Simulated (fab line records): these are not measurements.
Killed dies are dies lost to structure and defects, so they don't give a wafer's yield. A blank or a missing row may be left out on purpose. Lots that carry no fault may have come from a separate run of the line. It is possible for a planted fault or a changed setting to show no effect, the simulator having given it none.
A lot that was struck, set against a sound lot	flow sky130	44 steps out of a route of 708
Sound: wafers L926.4, L926.5, L926.6. Struck: wafer L936.4 (L936.1, L936.6, from the same lot, were not struck and are left out); the cause is given at the end.
Per side, at each step with rows, come the tool, then ch with its chambers, and then its first start. Under that, the readings that differ: sound wafers	struck wafers	difference of the means	sigmas: that difference in standard deviations of wafers without a fault.
alike: a reading whose means differ by less than 2 such deviations, as well as words and numbers matching on both sides. not compared: withheld readings; readings where some wafer has no value; bounds like >300 that might hide an equal value; numbers whose values overlap and for which the record gives no deviation.
A row with sigmas, a row that says differs or no value, or rows on one side alone: a step with any of these is where the two part. Numbers that don't overlap but have no deviation are shown without sigmas and don't part them. A reading missing from all wafers of one side parts the sides only when that side holds two or more wafers.

first, 2 steps without rows for these wafers: SKY_VIA3_CLEAN_18 (cleans in IPA, time 180 s); SKY_VIA3_CLEAN_19 (cleans in O3/DIW).
SKY_VIA3_SPUTTER_20: material TiN, target thk 20 nm, time 80 s.
  struck on pvd sputter-01, day 45 10:42; sound on pvd sputter-03, day 41 23:51
  alike: throttle valve pct
SKY_VIA3_CVD_21: deposits W, target thk 390 nm, time 117.31 s.
  sound on cvd w-02 ch 1, day 42 00:02; struck on cvd w-01 ch 0, day 45 10:46
  alike: heater power w
SKY_VIA3_RS_MEAS_22: measures by four-point-probe.
  struck on film metro-02, day 45 10:53; sound on film metro-01, day 42 00:13
  alike: VIA3_W_RS
SKY_VIA3_THK_MEAS_23: measures by xrf.
  struck on film metro-02, day 45 11:01; sound on film metro-01, day 42 00:18
  alike: VIA3_W_THK
then, 3 steps without rows for these wafers: SKY_VIA3_CMP_24 (polishes, stops on SiO2, t overpolish 20 s, target thk 0 nm); SKY_METAL4_SPUTTER_00 (material Ti, target thk 15 nm, time 10 s); SKY_METAL4_SPUTTER_01 (material TiN, target thk 20 nm, time 16.7 s).
SKY_METAL4_SPUTTER_02: material AlCu, target thk 735 nm, time 39.1 s.
  struck on pvd sputter-03, day 45 11:25; sound on pvd sputter-02, day 42 00:41
  alike: throttle valve pct
SKY_METAL4_SPUTTER_03: material Ti, target thk 5 nm, time 3.3 s.
  struck on pvd sputter-03, day 45 11:28; sound on pvd sputter-02, day 42 00:43
  alike: throttle valve pct
SKY_METAL4_SPUTTER_04: material TiN, target thk 70 nm, time 58.3 s.
  struck on pvd sputter-03, day 45 11:29; sound on pvd sputter-02, day 42 00:44
  alike: throttle valve pct
SKY_CAP2M_CVD_00: deposits SiO2, target thk 15.5 nm.
  sound on pecvd-04 ch 0,1,2, day 42 00:48; struck on pecvd-02 ch 0, day 45 11:31
reading	sound	struck	difference	sigmas
model.SiO2_of_CAP2M_CVD_00.thk nm (nm)	15.28 15.58 15.36	13.76	-1.65	
  alike: heater power w
SKY_CAP2M_THK_MEAS_01:
  struck on film metro-03, day 45 11:33; sound on film metro-03, day 42 00:50
reading	sound	struck	difference	sigmas
CAP2M_CVD_00_THK (nm)	15.27 15.58 15.40	13.75	-1.67	-8
then, 1 step without rows for these wafers: SKY_CAP2M_SPUTTER_02 (material TiN, target thk 200 nm, time 166.7 s).
SKY_CAP2M_RS_MEAS_03: measures by four-point-probe.
  struck on film metro-03, day 45 11:47; sound on film metro-01, day 42 01:02
  alike: CAP2M_TIN_RS
SKY_CAP2M_THK_MEAS_04: measures by xrf.
  struck on film metro-03, day 45 11:55; sound on film metro-01, day 42 01:08
  alike: CAP2M_TIN_THK
then, 7 steps without rows for these wafers: SKY_CAP2M_DEHYDRATE_05 (time 60 s); SKY_CAP2M_HMDS_06 (prime time 60 s); SKY_CAP2M_COAT_07 (resist thk 1140 nm); SKY_CAP2M_SOFTBAKE_08 (time 60 s); SKY_CAP2M_EXPOSE_09 (exposes mask CAP2M, target cd 1000 nm); SKY_CAP2M_PEB_10; SKY_CAP2M_DEVELOP_11 (develop time 60 s).
SKY_CAP2M_OVL_MEAS_12:
  struck on overlay-01, day 46 08:39; sound on overlay-02, day 42 23:36
  alike: CAP2M_OVL
then, 13 steps without rows for these wafers: SKY_CAP2M_METAL_ETCH_13 (etches TiN in Cl2/BCl3, stops on SiO2, target depth 220 nm, time 62.9 s); SKY_CAP2M_STRIP_14 (strips in O2/N2); SKY_CAP2M_STRIP_15 (strips in post etch residue remover, time 1200 s); SKY_CAP2M_CLEAN_16 (cleans in IPA, time 180 s); SKY_CAP2M_CLEAN_17 (cleans in O3/DIW); SKY_METAL4_DEHYDRATE_05 (time 60 s); SKY_METAL4_HMDS_06 (prime time 60 s); SKY_METAL4_COAT_07 (resist thk 60 nm); SKY_METAL4_COAT_08 (resist thk 1140 nm); SKY_METAL4_SOFTBAKE_09 (time 90 s); SKY_METAL4_EXPOSE_10 (exposes mask MM4, target cd 300 nm); SKY_METAL4_PEB_11; SKY_METAL4_DEVELOP_12 (develop time 60 s).
SKY_METAL4_CD_MEAS_13 targets a cd of 300 nm.
  struck on cd sem-01, day 47 06:10; sound on cd sem-02, day 43 22:50
reading	sound	struck	difference	sigmas
cd nm (nm)	302.3 302.8 301.2	298.7	-3.4	-2
SKY_METAL4_OVL_MEAS_14:
  struck on overlay-01, day 47 06:17; sound on overlay-01, day 43 22:55
reading	sound	struck	difference	sigmas
METAL4_OVL (nm)	9 5 0	-10	-15	-2
then, 2 steps without rows for these wafers: SKY_METAL4_DESCUM_15 (chemistry O2, time 8 s); SKY_METAL4_ETCH_16 (etches BARC in N2/H2, stops on SiO2, time 88.2 s, target depth 60 nm).
SKY_METAL4_ETCH_17: etches SiO2 in C4F8/O2/Ar, stops on TiN, time 3.9 s, target depth 15 nm.
  sound on rie diel-01 ch 2,3, day 43 23:04; struck on rie diel-02 ch 1, day 47 06:27
reading	sound	struck	difference	sigmas
oes product au (a.u.)	0.748 0.752 0.753	0.714	-0.037	-5
model.etch.depth nm (nm)	15.28 15.58 15.36	13.76	-1.65	
  not compared: rf hours counter h
-- the record jumps here: 3 days lie between the struck wafers' starts before and after (it left off in module METAL4 and takes up again in module PAD_OPEN, whose first step shown is number 708 of the route) --
SKY_PAD_OPEN_PROBE_99:
  struck on prober-01, day 50 13:46; sound on prober-01, day 47 17:34
reading	sound	struck	difference	sigmas
model.etest.cap mim2.bv v (V)	13.39 13.98 13.7	12.32	-1.37	
model.etest.cap mim2.leak log10 a cm2	-8.961 -9.053 -8.996	-8.307	+0.696	
model.etest.cap mim2.c ff um2	2.372 2.328 2.366	2.628	+0.273	
  alike: defect limited yield, killed_at_M0_to_M3, killed_at_M4_up, killed at contacts, killed at front end, killed at other, killed dies, killed open, killed short, sort_bin_3_pad_short, sort_bin_5_function, sort_bin_6_memory, sort n pass, sort yield pct

WHERE THEY PART
At SKY_CAP2M_THK_MEAS_01 first; at SKY_METAL4_ETCH_17 last (within this record only). Later steps at which nothing parts them and some readings are alike: SKY_PAD_OPEN_PROBE_99.

WHY: what had been put in by the simulator
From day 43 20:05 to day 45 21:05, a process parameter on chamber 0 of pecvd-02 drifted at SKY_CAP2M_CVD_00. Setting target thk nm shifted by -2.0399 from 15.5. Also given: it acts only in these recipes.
